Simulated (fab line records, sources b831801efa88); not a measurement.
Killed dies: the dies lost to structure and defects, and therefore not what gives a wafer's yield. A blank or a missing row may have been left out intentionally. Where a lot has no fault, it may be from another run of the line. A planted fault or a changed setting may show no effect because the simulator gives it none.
A struck lot beside a sound one ; flow sky130 ; 15 steps out of a route of 708
Sound: these wafers, L921.1, L921.2, L921.3. Wafers struck: L933.3, L933.4, L933.5. Last of all comes the cause.
Per side, at each step with rows, come the tool, then ch with its chambers, and then its first start. Under that, the readings that differ: sound wafers ; struck wafers ; difference of the means ; sigmas: that difference in standard deviations of wafers without a fault.
alike: readings whose means differ by less than 2 such deviations, and words and numbers that are the same on both sides. not compared: withheld readings, readings that some wafer has no value for, bounds like >300 that may hide the same value, and numbers for which the record gives no deviation and whose values overlap.
The two part at a step that has a row with sigmas, a row that says differs or no value, or rows on one side only. When numbers do not overlap yet have no deviation, they are printed without sigmas and do not part them. Lack of a reading on every wafer of one side parts them only where that side has two or more wafers.

first, 5 steps without rows for these wafers: SKY_SD_N_COAT_02 (resist thk 1140 nm); SKY_SD_N_SOFTBAKE_03 (time 60 s); SKY_SD_N_EXPOSE_04 (exposes mask NSDM, target cd 380 nm); SKY_SD_N_PEB_05; SKY_SD_N_DEVELOP_06 (develop time 60 s).
SKY_SD_N_CD_MEAS_07: the cd target is 380 nm.
  sound on cd_sem-01, day 27 22:45; struck on cd_sem-02, day 32 05:55
  alike: cd_nm
SKY_SD_N_OVL_MEAS_08:
  sound on overlay-01, day 27 22:52; struck on overlay-02, day 32 06:01
reading;sound;struck;difference;sigmas
SD_N_OVL (nm);2.5 3.4 1.0;-0.6 -1.0 -0.3;-2.9;-2
then, 2 steps without rows for these wafers: SKY_SD_N_IMPLANT_09; SKY_SD_N_IMPLANT_10.
SKY_SD_N_STRIP_11: strips in O2/N2.
  sound on plasma_asher-04 ch 0,1, day 27 23:13; struck on plasma_asher-01 ch 0,1, day 32 06:22
  alike: drypump_motor_current_A, oes_product_au, strip_time_to_endpoint_s
  not compared: rf_hours_counter_h
SKY_SD_N_TW_MEAS_12:
  sound on film_metro-03, day 27 23:19; struck on film_metro-04, day 32 06:28
  alike: SD_N_TW
then, 1 step without rows for these wafers: SKY_SD_N_CLEAN_13 (cleans in SC1/SC2, time 150 s).
SKY_SD_N_RTA_14: time 2 s.
  sound on rtp_anneal-01 ch 0, day 27 23:25; struck on rtp_anneal-01 ch 0, day 32 06:34
reading;sound;struck;difference;sigmas
lamp_power_pct (%);15.73 15.79 15.71;14.81 14.83 14.88;-0.90;-17
  alike: wafer_temp_C_max
SKY_SD_N_RS_MEAS_16: the measuring method here is four-point-probe.
  sound on film_metro-03, day 27 23:35; struck on film_metro-03, day 32 07:07
reading;sound;struck;difference;sigmas
SD_N_RS (ohm/sq);68.49 68.32 68.61;72.55 72.60 72.45;+4.06;+34
  not compared: hold
SKY_SD_N_RS_MEAS_17: the measuring method here is four-point-probe.
  sound on film_metro-03, day 27 23:43; struck on film_metro-03, day 32 08:49
reading;sound;struck;difference;sigmas
SD_P_RS (ohm/sq);146.3 146.0 146.8;171.5 171.5 171.6;+25.2;+65
  not compared: hold

== WHERE THEY PART ==
First at SKY_SD_N_OVL_MEAS_08; last, within this record, at SKY_SD_N_RS_MEAS_17.

WHY: whatever the simulator had introduced
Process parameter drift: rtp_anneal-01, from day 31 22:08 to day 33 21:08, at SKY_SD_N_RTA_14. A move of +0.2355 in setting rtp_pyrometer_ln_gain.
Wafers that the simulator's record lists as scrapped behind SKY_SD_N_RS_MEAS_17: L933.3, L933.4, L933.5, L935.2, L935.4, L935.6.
